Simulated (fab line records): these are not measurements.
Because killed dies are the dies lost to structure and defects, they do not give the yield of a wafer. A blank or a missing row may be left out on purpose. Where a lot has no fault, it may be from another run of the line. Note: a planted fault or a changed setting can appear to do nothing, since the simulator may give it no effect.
A struck lot beside a sound one	flow sky130	35 out of 708 route steps
Sound: these wafers, L626.1, L626.3, L626.5. Struck: wafers L643.3, L643.4, L643.6. At the end, the cause is stated.
For every step that has rows: the tool of each side, followed by ch and its chambers, followed by its first start. Under that, the readings that differ: sound wafers	struck wafers	difference of the means	sigmas: that difference in standard deviations of wafers without a fault.
alike: words and numbers the same on both sides, and readings whose means are apart by under 2 such deviations; not compared: readings that were withheld, readings missing a value for some wafer, numbers with overlapping values and no deviation given by the record, and bounds like >300 which may hide the same value.
A row with sigmas, a row that says differs or no value, or rows on one side alone: a step with any of these is where the two part. Non-overlapping numbers with no deviation appear without sigmas and do not part them. Lack of a reading on every wafer of one side parts them only where that side has two or more wafers.

SKY_SD_P_CD_MEAS_07 targets a cd of 380 nm.
  sound on cdSem-01, day 27 11:56; struck on cdSem-02, day 33 18:02
  alike: cdNm
SKY_SD_P_OVL_MEAS_08:
  sound on overlay-01, day 27 12:03; struck on overlay-01, day 33 18:07
  alike: SD_P_OVL
then, 1 step without rows for these wafers: SKY_SD_P_IMPLANT_09.
SKY_SD_P_STRIP_10: strips in O2/N2.
  sound on plasmaAsher-03 ch 0,1, day 27 12:14; struck on plasmaAsher-03 ch 0,1, day 33 18:20
reading	sound	struck	difference	sigmas
stripTimeToEndpointS (s)	17.43 17.42 17.44	17.57 17.58 17.53	+0.13	+3
  alike: drypumpMotorCurrentA, oesProductAu
  not compared: rfHoursCounterH
SKY_SD_P_TW_MEAS_11:
  sound on filmMetro-04, day 27 12:20; struck on filmMetro-02, day 33 18:25
reading	sound	struck	difference	sigmas
SD_P_TW	2869 2845 2849	2820 2811 2814	-39	-2
then, 7 steps without rows for these wafers: SKY_RES_XHIGH_DEHYDRATE_00 (time 60 s); SKY_RES_XHIGH_HMDS_01 (prime time 60 s); SKY_RES_XHIGH_COAT_02 (resist thk 1140 nm); SKY_RES_XHIGH_SOFTBAKE_03 (time 60 s); SKY_RES_XHIGH_EXPOSE_04 (exposes mask URPM, target cd 1270 nm); SKY_RES_XHIGH_PEB_05; SKY_RES_XHIGH_DEVELOP_06 (develop time 60 s).
SKY_RES_XHIGH_IMPLANT_07:
  sound on implanter-04 ch 0, day 28 16:35; struck on implanter-04 ch 0, day 34 20:09
reading	sound	struck	difference	sigmas
tiltDeg (degrees)	-0.027 -0.029 -0.022	0.025 0.030 0.030	+0.054	+3
SKY_RES_XHIGH_STRIP_08: strips in O2/N2.
  sound on plasmaAsher-03 ch 0,1, day 28 16:44; struck on plasmaAsher-03 ch 0,1, day 34 20:17
reading	sound	struck	difference	sigmas
oesProductAu (a.u.)	0.709 0.708 0.719	0.686 0.690 0.691	-0.023	-5
stripTimeToEndpointS (s)	14.35 14.30 14.37	15.04 15.02 14.99	+0.68	+17
  alike: drypumpMotorCurrentA
  not compared: rfHoursCounterH
SKY_RES_XHIGH_TW_MEAS_09:
  sound on filmMetro-03, day 28 16:50; struck on filmMetro-02, day 34 20:22
reading	sound	struck	difference	sigmas
RES_XHIGH_TW	1612 1606 1605	2008 2002 2014	+400	+36
then, 7 steps without rows for these wafers: SKY_SD_N_DEHYDRATE_00 (time 60 s); SKY_SD_N_HMDS_01 (prime time 60 s); SKY_SD_N_COAT_02 (resist thk 1140 nm); SKY_SD_N_SOFTBAKE_03 (time 60 s); SKY_SD_N_EXPOSE_04 (exposes mask NSDM, target cd 380 nm); SKY_SD_N_PEB_05; SKY_SD_N_DEVELOP_06 (develop time 60 s).
SKY_SD_N_CD_MEAS_07 targets a cd of 380 nm.
  sound on cdSem-02, day 29 20:18; struck on cdSem-01, day 35 22:47
  alike: cdNm
SKY_SD_N_OVL_MEAS_08:
  sound on overlay-01, day 29 20:25; struck on overlay-01, day 35 22:52
  alike: SD_N_OVL
then, 2 steps without rows for these wafers: SKY_SD_N_IMPLANT_09; SKY_SD_N_IMPLANT_10.
SKY_SD_N_STRIP_11: strips in O2/N2.
  sound on plasmaAsher-02 ch 0,1, day 29 20:46; struck on plasmaAsher-01 ch 0,1, day 35 23:14
  alike: drypumpMotorCurrentA, oesProductAu, stripTimeToEndpointS
  not compared: rfHoursCounterH
SKY_SD_N_TW_MEAS_12:
  sound on filmMetro-04, day 29 20:52; struck on filmMetro-03, day 35 23:19
  alike: SD_N_TW
then, 1 step without rows for these wafers: SKY_SD_N_CLEAN_13 (cleans in SC1/SC2, time 150 s).
SKY_SD_N_RTA_14: time 2 s.
  sound on rtpAnneal-02 ch 0, day 29 20:58; struck on rtpAnneal-01 ch 0, day 35 23:26
  alike: lampPowerPct, wafer_temp_C_max
SKY_SD_N_RS_MEAS_16: measures by four-point-probe.
  sound on filmMetro-02, day 29 21:08; struck on filmMetro-02, day 35 23:41
  alike: SD_N_RS
SKY_SD_N_RS_MEAS_17: measures by four-point-probe.
  sound on filmMetro-02, day 29 21:16; struck on filmMetro-02, day 35 23:48
  alike: SD_P_RS
SKY_SD_N_RS_MEAS_18: measures by four-point-probe.
  sound on filmMetro-02, day 29 21:23; struck on filmMetro-02, day 35 23:55
reading	sound	struck	difference	sigmas
RES_XHIGH_RS (ohm/sq)	333.7 334.5 333.4	203.4 203.0 203.3	-130.6	-99 or more
then, 1 step without rows for these wafers: SKY_SALICIDE_CLEAN_00 (cleans in HF-last, time 30 s).
-- the record jumps here: 15 days lie between the struck wafers' starts before and after (it left off in module SALICIDE and takes up again in module PAD_OPEN, whose first step shown is number 708 of the route) --
SKY_PAD_OPEN_PROBE_99:
  sound on prober-02, day 47 03:16; struck on prober-01, day 51 06:34
reading	sound	struck	difference	sigmas
model.etest.resXhighPo.lineOhmUm	5626 5492 5900	1929 1950 1955	-3728	
model.etest.resXhighPo.rsOhmSq	1976 1941 2054	679 681.1 684.8	-1309	
model.etest.resXhighPo.rsOhmSqRange	117.4 91.14 105.8	29.59 31.09 27.88	-75.26	
model.etest.resXhighPo.rsOhmSqRimLessCentre	97.34 74.24 81.91	-4.031 -12.17 -13.24	-94.310	
  alike: killed_at_M0_to_M3, killed_at_M4_up, killedAtContacts, killedAtFrontEnd, killedAtOther, killedDies, killedOpen, killedShort

WHERE THEY PART
First at SKY_SD_P_STRIP_10; last, within this record, at SKY_SD_N_RS_MEAS_18. Later steps at which nothing parts them and some readings are alike: SKY_PAD_OPEN_PROBE_99.

WHY: what had been put in by the simulator
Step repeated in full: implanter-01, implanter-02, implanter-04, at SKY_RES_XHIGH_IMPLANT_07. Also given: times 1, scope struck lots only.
